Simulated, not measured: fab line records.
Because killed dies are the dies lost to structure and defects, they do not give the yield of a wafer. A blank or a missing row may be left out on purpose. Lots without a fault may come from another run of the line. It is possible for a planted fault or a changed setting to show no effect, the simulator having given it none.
A struck lot beside a sound one | flow gf180mcu | 24 out of 602 route steps
Sound: the wafers L287.1, L287.4, L287.6. Wafers L297.1, L297.4, L297.6 were the ones struck. The cause is named last.
Each step with rows lists, per side, the tool, then ch with its chambers, then its first start. Under that, the readings that differ: sound wafers | struck wafers | difference of the means | sigmas: that difference in standard deviations of wafers without a fault.
alike: a reading whose means differ by less than 2 such deviations, as well as words and numbers matching on both sides. not compared: withheld readings; readings where some wafer has no value; bounds like >300 that might hide an equal value; numbers whose values overlap and for which the record gives no deviation.
The two part at a step that has a row with sigmas, a row that says differs or no value, or rows on one side only. Numbers that have no deviation but don't overlap get no sigmas and don't part them. Lack of a reading on every wafer of one side parts them only where that side has two or more wafers.

first, 2 steps without rows for these wafers: GF_V1_STRIP_19 (strips in post etch residue remover, time 1200 s); GF_V1_CLEAN_20 (cleans in DIW).
GF_V1_SPUTTER_21: material Ti, target thk 15 nm, time 80.02 s.
  sound: pvdSputter-01 at day 19 14:22; struck: pvdSputter-02 at day 23 14:52
  alike: cathodeDcPowerW, chamberPressurePa, throttleValvePct
GF_V1_SPUTTER_22: material TiN, target thk 10 nm, time 40 s.
  sound: pvdSputter-01 at day 19 14:26; struck: pvdSputter-02 at day 23 14:55
  alike: cathodeDcPowerW, chamberPressurePa, throttleValvePct
GF_V1_CVD_23: deposits W, target thk 350 nm, time 105.05 s.
  sound on cvdW-02 ch 0,1, day 19 14:28; struck on cvdW-02 ch 1, day 23 14:58
  alike: chamberPressureTorr, heaterPowerW
GF_V1_RS_MEAS_24: a four-point-probe measurement.
  sound: filmMetro-03 at day 19 14:35; struck: filmMetro-04 at day 23 15:04
  alike: V1_W_RS
GF_V1_THK_MEAS_25: measures by xrf.
  sound: filmMetro-03 at day 19 14:42; struck: filmMetro-04 at day 23 15:11
  alike: V1_W_THK
GF_V1_CMP_26: polishes, stops on SiO2, t overpolish 15 s, target thk 0 nm.
  sound on cmp-02 ch 1,2,3, day 19 14:52; struck on cmp-01 ch 2,3, day 23 15:15
  alike: motorCurrentA, overpolishRunS, timeToEndpointS
then, 3 steps without rows for these wafers: GF_M2_SPUTTER_00 (material Ti, target thk 37.5 nm, time 150 s); GF_M2_SPUTTER_01 (material TiN, target thk 30 nm, time 25 s); GF_M2_SPUTTER_02 (material AlCu, target thk 450 nm, time 23.9 s).
GF_M2_SPUTTER_03: material Ti, target thk 10 nm, time 6.7 s.
  sound: pvdSputter-03 at day 19 15:14; struck: pvdSputter-04 at day 23 15:43
  alike: cathodeDcPowerW, chamberPressurePa, throttleValvePct
GF_M2_SPUTTER_04: material TiN, target thk 50 nm, time 42.83 s.
  sound: pvdSputter-03 at day 19 15:15; struck: pvdSputter-04 at day 23 15:44
  no value came back on the struck wafers for cathodeDcPowerW (W), chamberPressurePa (Pa), throttleValvePct (%), timeS (s); on the sound wafers cathodeDcPowerW (W) reads 6499.3 6501.0 6499.9
GF_M2_THK_MEAS_06: measures by xrf.
  sound: filmMetro-02 at day 19 15:25; struck: filmMetro-01 at day 24 01:29
reading          | sound       | struck      | difference | sigmas
M2_ALCU_THK (nm) | 446 449 447 | 497 485 498 | +46        | +9
  not compared: hold
then, 6 steps without rows for these wafers: GF_M2_HMDS_08 (prime time 60 s); GF_M2_COAT_09 (resist thk 1000 nm); GF_M2_SOFTBAKE_10 (time 60 s); GF_M2_EXPOSE_11 (exposes mask Metal2, target cd 280 nm); GF_M2_PEB_12 (peb time 90 s); GF_M2_DEVELOP_13 (develop time 60 s).
GF_M2_CD_MEAS_14: target cd 280 nm.
  sound: cdSem-02 at day 20 14:30; struck: cdSem-01 at day 24 14:02
  alike: cdNm
GF_M2_OVL_MEAS_15:
  sound: overlay-02 at day 20 14:37; struck: overlay-01 at day 24 14:10
  alike: M2_OVL
GF_M2_METAL_ETCH_16: etches the open film in Cl2/BCl3, stops on SiO2, target depth 627.5 nm, time 104.6 s.
  sound on rieMetal-04 ch 0,1, day 20 14:40; struck on rieMetal-04 ch 0, day 24 14:11
reading              | sound                | struck               | difference | sigmas
oesProductAu (a.u.)  | 0.972 0.967 0.965    | 0.989 0.987 0.981    | +0.018     | +3
throttleValvePct (%) | 28.276 28.249 28.245 | 28.231 28.237 28.223 | -0.026     | -2
  alike: drypumpMotorCurrentA
  not compared: rfHoursCounterH
then, 1 step without rows for these wafers: GF_M2_STRIP_17 (strips in O2/N2).

## WHERE THEY PART
Earliest at GF_M2_SPUTTER_04; latest, in this record, at GF_M2_METAL_ETCH_16.

WHY: whatever the simulator had introduced
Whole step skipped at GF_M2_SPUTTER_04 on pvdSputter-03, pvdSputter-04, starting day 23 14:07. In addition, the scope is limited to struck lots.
